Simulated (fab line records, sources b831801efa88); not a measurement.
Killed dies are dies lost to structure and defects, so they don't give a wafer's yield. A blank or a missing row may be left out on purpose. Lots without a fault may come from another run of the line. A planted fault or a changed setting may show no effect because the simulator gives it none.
Chamber matching | flow sky130 | SKY_VIA2_HDPCVD_00 on hdpcvd-01: 3 sister chambers
The step deposits SiO2, target thk 1180 nm, time 196.7 s. 14 wafers are shown with their chamber, then 6 later ones without.

WAFERS WITH THEIR CHAMBER
wafer  | chamber | run_length_s (s)
L121.4 | 2       | 225.0
L123.5 | 2       | 224.8
L135.1 | 1       | 224.6
L135.4 | 0       | 224.4
L135.5 | 1       | 224.9
L137.1 | 2       | 224.4
L137.2 | 0       | 224.6
L137.3 | 1       | 224.4
L138.1 | 0       | 224.3
L138.3 | 2       | 224.5
L138.5 | 1       | 224.8
L139.1 | 0       | 224.3
L139.4 | 1       | 225.3
L139.6 | 2       | 225.4

SIGNATURES (means of the wafers above)
reading      | chamber 0 | chamber 1 | chamber 2 | scatter within a chamber
run_length_s | 224.400   | 224.800   | 224.820   | 0.326
Rule: a wafer's distance from a chamber is the root of the sum, over the readings, of the square of ((its reading less the chamber's mean) divided by the reading's scatter). The wafer belongs to the nearest chamber; if the next one is less than 2 further off, it can't be placed. The scatter: the root of (the sum of the squares of (reading less its chamber's mean) over the shown wafers, divided by (wafers less chambers)).

WAFERS WITHOUT THEIR CHAMBER
wafer  | run_length_s (s)
L141.1 | 224.7
L141.2 | 224.4
L141.3 | 225.1
L142.4 | 224.4
L142.5 | 224.9
L142.6 | 224.1

WHICH CHAMBER EACH WENT THROUGH
wafer  | from the rows above          | in truth
L141.1 | can't be placed: 1 or 2 or 0 | 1
L141.2 | can't be placed: 0 or 1 or 2 | 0
L141.3 | can't be placed: 2 or 1 or 0 | 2
L142.4 | can't be placed: 0 or 1 or 2 | 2
L142.5 | can't be placed: 2 or 1 or 0 | 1
L142.6 | can't be placed: 0 or 1 or 2 | 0
Placed correctly: 0 of 6. Can't be placed from these rows: 6 (the true chamber is among the candidates in 6). Placed wrongly: 0.
